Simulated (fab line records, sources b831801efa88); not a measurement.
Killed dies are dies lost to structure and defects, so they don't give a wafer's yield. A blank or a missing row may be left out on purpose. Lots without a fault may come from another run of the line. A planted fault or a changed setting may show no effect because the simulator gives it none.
Problem report in the 8D (eight disciplines) form, filled by code | flow sky130 | the parts of the form that need people (team, actions taken, sign-off) are left out

1. THE PROBLEM
beam_energy_keV at SKY_NWELL_IMPLANT_12 reads a mean of 105.73 on 6 wafers of 2 lots; wafers without a fault read 120.00 with a standard deviation of 0.034. That is -99 or more standard deviations from the usual mean.
First seen on wafer L232.1, day 7 17:37, on implanter-02. The record holds 18 wafers of 6 lots with a number at this step. Rule for "out", or "out of limits": more than 4 standard deviations from the usual mean. The other wafers with a number count as sound.

2. WHAT IT IS AND WHAT IT IS NOT
question                    | is                     | is not
which readings at this step | beam_energy_keV        | dose_ions_cm2
which lots                  | L232, L235             | L225, L227, L240, L242
which wafers of those lots  | all that have a number | -
read on which tools         | implanter-02           | implanter-01, implanter-03
when                        | from day 7 17:37       | up to then (6 sound wafers); but 6 sound wafers of L240, L242 came after

3. SUSPECTS, AND WHAT RULES EACH OUT
Counting: a tool at a process step up to the reading stays a suspect if it ran every lot that is out and no sound lot after the first of them.
- plasma_asher-01 at SKY_PWDE_STRIP_09 (strips in O2/N2): kept. It ran every lot that is out, first L232 (day 6 21:33), and no sound lot after that.
- implanter-02 at SKY_NWELL_IMPLANT_12: kept. It ran every lot that is out, first L232 (day 7 17:37), and no sound lot after that; its last sound lot up to then is L227 (day 6 12:53). Its own readings are out on those wafers: beam_energy_keV.
Left after counting: plasma_asher-01 at SKY_PWDE_STRIP_09, implanter-02 at SKY_NWELL_IMPLANT_12.

4. THE CAUSE (what the simulator had put in)
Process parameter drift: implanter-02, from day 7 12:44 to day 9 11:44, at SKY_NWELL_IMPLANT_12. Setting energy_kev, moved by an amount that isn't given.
Counting left 2 suspects, and this tool is among them.

5. THE CHAIN OF EFFECTS, in route order
Each row: a reading whose mean over the struck wafers that have a number lies more than 3 standard deviations from the usual. Only readings for which the record gives a usual standard deviation are gone through. hours: the time from each lot's start at the first step in this table that gives one to its start at this step, as a median over the lots. sigmas: the change in usual standard deviations.
hours | step                 | reading         | usual  | on struck wafers | change | sigmas
0     | SKY_NWELL_IMPLANT_12 | beam_energy_keV | 120.00 | 105.73           | -14.27 | -99 or more
The process steps in it:
- SKY_NWELL_IMPLANT_12

6. WHAT WOULD HAVE CAUGHT IT SOONER
In this record the first reading out of limits was taken at day 7 17:37, 5 hours after the fault began at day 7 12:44.
